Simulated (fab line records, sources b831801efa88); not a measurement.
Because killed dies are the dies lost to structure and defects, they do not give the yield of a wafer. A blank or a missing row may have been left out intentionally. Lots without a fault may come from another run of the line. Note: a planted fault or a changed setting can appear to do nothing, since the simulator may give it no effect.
Which tool was responsible? :: flow sky130 :: Sampling: 13 lots, 39 wafers, 5 of 708 route steps

## WHAT EACH GAUGE READ, for each wafer
SKY_POLY_GATE_THK_MEAS_21. Usual: POLY_GATE_OXIDATION_THK 3.99 nm, standard deviation 0.069.
lot: L841
measured: day 16 06:01
on: film_metro-02
POLY_GATE_OXIDATION_THK (nm): 4.07 4.06 3.98
flag: 

lot: L843
measured: day 17 04:23
on: film_metro-02
POLY_GATE_OXIDATION_THK (nm): 4.02 3.89 3.96
flag: 

lot: L844
measured: day 17 11:50
on: film_metro-02
POLY_GATE_OXIDATION_THK (nm): 3.99 3.95 4.03
flag: 

lot: L845
measured: day 17 19:52
on: film_metro-02
POLY_GATE_OXIDATION_THK (nm): 3.98 3.98 3.93
flag: 

lot: L847
measured: day 18 19:53
on: film_metro-02
POLY_GATE_OXIDATION_THK (nm): 4.00 3.91 3.96
flag: 

lot: L854
measured: day 21 06:33
on: film_metro-02
POLY_GATE_OXIDATION_THK (nm): 3.92 3.84 3.96
flag: 

lot: L855
measured: day 21 19:34
on: film_metro-04
POLY_GATE_OXIDATION_THK (nm): 4.08 4.04 4.11
flag: 

lot: L857
measured: day 22 06:33
on: film_metro-03
POLY_GATE_OXIDATION_THK (nm): 3.97 4.04 3.90
flag: 

lot: L858
measured: day 22 17:25
on: film_metro-04
POLY_GATE_OXIDATION_THK (nm): 3.93 3.96 3.94
flag: 

lot: L859
measured: day 23 00:07
on: film_metro-04
POLY_GATE_OXIDATION_THK (nm): 3.96 4.06 4.07
flag: 

lot: L862
measured: day 24 23:09
on: film_metro-02
POLY_GATE_OXIDATION_THK (nm): 3.98 4.04 4.02
flag: 

lot: L863
measured: day 25 00:09
on: film_metro-04
POLY_GATE_OXIDATION_THK (nm): 4.03 4.10 3.94
flag: 

lot: L864
measured: day 25 09:56
on: film_metro-03
POLY_GATE_OXIDATION_THK (nm): 4.16 4.13 4.17
flag: 

SKY_LDD_N_OVL_MEAS_07. Usual: LDD_N_OVL 0.5 nm, standard deviation 1.5.
lot: L841
measured: day 17 10:52
on: overlay-02
LDD_N_OVL (nm): 0.3 1.9 0.1
flag: 

lot: L843
measured: day 18 10:34
on: overlay-02
LDD_N_OVL (nm): 1.7 3.4 2.3
flag: 

lot: L844
measured: day 18 17:58
on: overlay-01
LDD_N_OVL (nm): 0.9 1.1 1.5
flag: 

lot: L845
measured: day 19 02:05
on: overlay-01
LDD_N_OVL (nm): 1.3 2.1 3.8
flag: 

lot: L847
measured: day 20 03:19
on: overlay-01
LDD_N_OVL (nm): 1.9 2.3 1.9
flag: 

lot: L854
measured: day 22 13:52
on: overlay-01
LDD_N_OVL (nm): 1.1 -0.1 0.1
flag: 

lot: L855
measured: day 23 02:19
on: overlay-01
LDD_N_OVL (nm): 0.3 0.2 0.3
flag: 

lot: L857
measured: day 23 13:04
on: overlay-02
LDD_N_OVL (nm): 0.3 1.1 -0.4
flag: 

lot: L858
measured: day 24 00:46
on: overlay-02
LDD_N_OVL (nm): 0.0 -0.2 0.9
flag: 

lot: L859
measured: day 24 06:59
on: overlay-01
LDD_N_OVL (nm): -1.2 -1.4 -3.2
flag: 

lot: L862
measured: day 26 05:19
on: overlay-01
LDD_N_OVL (nm): 0.7 1.7 1.8
flag: 

lot: L863
measured: day 26 06:16
on: overlay-01
LDD_N_OVL (nm): -0.6 1.8 0.1
flag: 

lot: L864
measured: day 26 15:26
on: overlay-01
LDD_N_OVL (nm): -1.8 -0.7 -0.9
flag: 

SKY_LDD_P_TW_MEAS_11. Usual: LDD_P_TW 637.8, standard deviation 3.
lot: L841
measured: day 18 18:49
on: film_metro-04
LDD_P_TW: 637.9 640.8 639.8
flag: 

lot: L843
measured: day 19 19:31
on: film_metro-01
LDD_P_TW: 633.3 636.6 636.3
flag: 

lot: L844
measured: day 20 03:25
on: film_metro-04
LDD_P_TW: 577.6 576.0 575.9
flag: OFF

lot: L845
measured: day 20 10:14
on: film_metro-03
LDD_P_TW: 580.9 581.5 582.8
flag: OFF

lot: L847
measured: day 21 12:13
on: film_metro-04
LDD_P_TW: 638.1 640.7 637.8
flag: 

lot: L854
measured: day 23 23:01
on: film_metro-04
LDD_P_TW: 634.2 632.4 635.6
flag: 

lot: L855
measured: day 24 10:08
on: film_metro-03
LDD_P_TW: 639.4 638.2 640.6
flag: 

lot: L857
measured: day 25 01:41
on: film_metro-01
LDD_P_TW: 636.3 636.3 634.6
flag: 

lot: L858
measured: day 25 08:49
on: film_metro-04
LDD_P_TW: 638.3 640.3 638.3
flag: 

lot: L859
measured: day 25 14:47
on: film_metro-01
LDD_P_TW: 636.3 638.9 640.0
flag: 

lot: L862
measured: day 27 11:37
on: film_metro-01
LDD_P_TW: 636.9 640.6 638.9
flag: 

lot: L863
measured: day 27 13:25
on: film_metro-04
LDD_P_TW: 634.7 638.4 640.0
flag: 

lot: L864
measured: day 27 22:03
on: film_metro-01
LDD_P_TW: 643.7 639.7 637.5
flag: 

SKY_LDD_HVN_OVL_MEAS_07. Usual: LDD_HVN_OVL 0.3 nm, standard deviation 1.6.
lot: L841
measured: day 20 02:16
on: overlay-02
LDD_HVN_OVL (nm): -1.2 0.4 0.6
flag: 

lot: L843
measured: day 21 02:10
on: overlay-02
LDD_HVN_OVL (nm): 0.9 -0.2 -0.3
flag: 

lot: L844
measured: day 21 11:22
on: overlay-01
LDD_HVN_OVL (nm): -3.1 -3.0 -0.3
flag: 

lot: L845
measured: day 21 16:52
on: overlay-02
LDD_HVN_OVL (nm): 4.8 1.9 1.1
flag: 

lot: L847
measured: day 22 19:19
on: overlay-01
LDD_HVN_OVL (nm): 0.2 3.3 -0.4
flag: 

lot: L854
measured: day 25 05:31
on: overlay-02
LDD_HVN_OVL (nm): 2.7 1.5 2.5
flag: 

lot: L855
measured: day 25 16:37
on: overlay-01
LDD_HVN_OVL (nm): -2.4 1.4 -0.8
flag: 

lot: L857
measured: day 26 07:22
on: overlay-02
LDD_HVN_OVL (nm): 0.0 0.5 1.2
flag: 

lot: L858
measured: day 26 14:49
on: overlay-02
LDD_HVN_OVL (nm): -1.3 -1.8 -0.6
flag: 

lot: L859
measured: day 26 20:14
on: overlay-02
LDD_HVN_OVL (nm): -0.2 0.9 0.6
flag: 

lot: L862
measured: day 28 16:40
on: overlay-02
LDD_HVN_OVL (nm): -1.0 -0.1 0.0
flag: 

lot: L863
measured: day 28 17:46
on: overlay-02
LDD_HVN_OVL (nm): -0.4 1.1 0.0
flag: 

lot: L864
measured: day 29 02:56
on: overlay-01
LDD_HVN_OVL (nm): 0.3 1.2 -0.3
flag: 

## WHAT TOOL EACH LOT RAN ON (gives the tool, then ch and the chambers of the sampled wafers, and finally the start)
lot: L841
SKY_LDD_P_IMPLANT_09: implanter-03 ch 0, day 18 18:34

lot: L843
SKY_LDD_P_IMPLANT_09: implanter-03 ch 0, day 19 19:16

lot: L844
SKY_LDD_P_IMPLANT_09: implanter-03 ch 0, day 20 03:10

lot: L845
SKY_LDD_P_IMPLANT_09: implanter-03 ch 0, day 20 10:00

lot: L847
SKY_LDD_P_IMPLANT_09: implanter-01 ch 0, day 21 11:59

lot: L854
SKY_LDD_P_IMPLANT_09: implanter-03 ch 0, day 23 22:46

lot: L855
SKY_LDD_P_IMPLANT_09: implanter-01 ch 0, day 24 09:54

lot: L857
SKY_LDD_P_IMPLANT_09: implanter-04 ch 0, day 25 01:26

lot: L858
SKY_LDD_P_IMPLANT_09: implanter-04 ch 0, day 25 08:34

lot: L859
SKY_LDD_P_IMPLANT_09: implanter-04 ch 0, day 25 14:34

lot: L862
SKY_LDD_P_IMPLANT_09: implanter-01 ch 0, day 27 11:22

lot: L863
SKY_LDD_P_IMPLANT_09: implanter-04 ch 0, day 27 13:10

lot: L864
SKY_LDD_P_IMPLANT_09: implanter-03 ch 0, day 27 21:51
- SKY_LDD_P_IMPLANT_09

## AS READ BY THE TOOLS THEMSELVES (means over the sampled wafers that have a number; for cases with no such wafer, the mark the record gives instead)
SKY_LDD_P_IMPLANT_09. Usual: beam_energy_keV 25.002, standard deviation 0.0072.
lot: L841
tool: implanter-03
beam_energy_keV: 25.008
flag: 

lot: L843
tool: implanter-03
beam_energy_keV: 25.005
flag: 

lot: L844
tool: implanter-03
beam_energy_keV: 24.999
flag: 

lot: L845
tool: implanter-03
beam_energy_keV: 24.994
flag: 

lot: L847
tool: implanter-01
beam_energy_keV: 24.993
flag: 

lot: L854
tool: implanter-03
beam_energy_keV: 25.010
flag: 

lot: L855
tool: implanter-01
beam_energy_keV: 24.998
flag: 

lot: L857
tool: implanter-04
beam_energy_keV: 25.007
flag: 

lot: L858
tool: implanter-04
beam_energy_keV: 25.002
flag: 

lot: L859
tool: implanter-04
beam_energy_keV: 24.991
flag: 

lot: L862
tool: implanter-01
beam_energy_keV: 25.007
flag: 

lot: L863
tool: implanter-04
beam_energy_keV: 25.002
flag: 

lot: L864
tool: implanter-03
beam_energy_keV: 25.002
flag: 

## THE ANSWER, worked out from the rows above alone
Rule: lot off if the mean of its wafers having a number is beyond 3 standard deviations from the usual mean. A lot without any number at a reading at which 4 lots or more have one is off too. Where the step has rows for the other lots, those lots are counted as sound. The gauges are gone through in route order, then the tools' own readings, and for those a lot's mean is taken as printed above. At the first step where some lot is off, the reading lying furthest off is the one used; lots without a number count as furthest.
Off: L844, L845, at SKY_LDD_P_TW_MEAS_11 (LDD_P_TW).
A tool fits if, at a process step before that reading, it ran every lot that is off, and no sound lot after the first of them. The gauges at SKY_LDD_P_TW_MEAS_11 are tried like those tools. Not one of the candidates tried fits.

## WHAT THE SIMULATOR HAD INSERTED
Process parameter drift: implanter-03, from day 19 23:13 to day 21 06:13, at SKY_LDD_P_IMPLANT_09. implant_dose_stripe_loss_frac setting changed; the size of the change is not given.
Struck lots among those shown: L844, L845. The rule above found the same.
